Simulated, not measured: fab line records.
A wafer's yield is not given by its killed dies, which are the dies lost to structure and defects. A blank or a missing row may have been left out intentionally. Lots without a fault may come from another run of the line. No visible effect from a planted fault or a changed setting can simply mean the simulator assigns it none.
8D (eight disciplines) problem report, filled in by code | flow sky130 | the parts of the form that need people (team, actions taken, sign-off) are left out

== 1. THE PROBLEM ==
beam energy keV at SKY_VT_ADJUST_HVTP_IMPLANT_09 reads a mean of 165.91 on 6 wafers of 2 lots; wafers without a fault read 150.00 with a standard deviation of 0.043. So: +99 or more standard deviations from the usual mean.
The first sign was on wafer L864.3 at day 10 09:37, on implanter-03. At this step, 36 wafers from 12 lots have a number in the record. By rule, "out" or "out of limits" means more than 4 standard deviations away from the usual mean. All remaining wafers that have a number are taken as sound.

== 2. WHAT THIS IS AND IS NOT ==
question                    | is                     | is not
which readings at this step | beam energy keV        | dose ions cm2, faraday current uA
which lots                  | L864, L867             | L848, L850, L851, L852, L854, L858, L861, L863, L869, L871
which wafers of those lots  | all that have a number | -
read on which tools         | implanter-03           | implanter-01, implanter-02
when                        | from day 10 09:37      | up to then (24 sound wafers); but 6 sound wafers of L869, L871 came after

== 3. SUSPECTS, AND WHAT RULES EACH OUT ==
Counting: any tool at a process step up to the reading is kept as a suspect provided that every lot that is out went through it and no sound lot did after the first of them.
- rie si-02 at SKY_FIELD_ISO_ETCH_17 (etches Si in HBr/Cl2/O2, target depth 342 nm, time 97.7 s): ruled out as a lasting fault. After its first lot that is out, L864 (day 5 18:35), sound lots L871 ran on it.
- implanter-03 at SKY_VT_ADJUST_HVTP_IMPLANT_09: kept. It processed each lot that is out, first L864 at day 10 09:37, and no sound lot thereafter; up to then, the last sound lot it processed was L863 at day 10 07:01. Out on those wafers are its own readings of beam energy keV.
Remaining after the count: implanter-03 at SKY_VT_ADJUST_HVTP_IMPLANT_09.

== 4. THE CAUSE (what the simulator had put in) ==
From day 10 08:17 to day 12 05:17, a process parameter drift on implanter-03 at SKY_VT_ADJUST_HVTP_IMPLANT_09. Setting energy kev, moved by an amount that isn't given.
The count eliminated every tool but this one.

== 5. SEQUENCE OF EFFECTS, ordered by route ==
Each row: a reading where the mean over the struck wafers with a number is more than 3 standard deviations away from the usual. Readings are gone through only where the record gives a usual standard deviation; hours: the median, over the lots, of the time from a lot's start at the first step in this table giving one to that lot's start at this step; sigmas: the change measured in usual standard deviations.
hours | step                          | reading         | usual  | on struck wafers | change | sigmas
0     | SKY_VT_ADJUST_HVTP_IMPLANT_09 | beam energy keV | 150.00 | 165.91           | +15.91 | +99 or more
The process steps in it:
- SKY_VT_ADJUST_HVTP_IMPLANT_09
Later measuring or inspecting steps at which every struck wafer that the step has a row for has a number for every such reading, and none has moved that far: SKY_VT_ADJUST_HVTP_TW_MEAS_11.

== 6. HOW IT WOULD HAVE BEEN CAUGHT EARLIER ==
In this record the first reading out of limits was taken at day 10 09:37, 1 hour after the fault began at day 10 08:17.
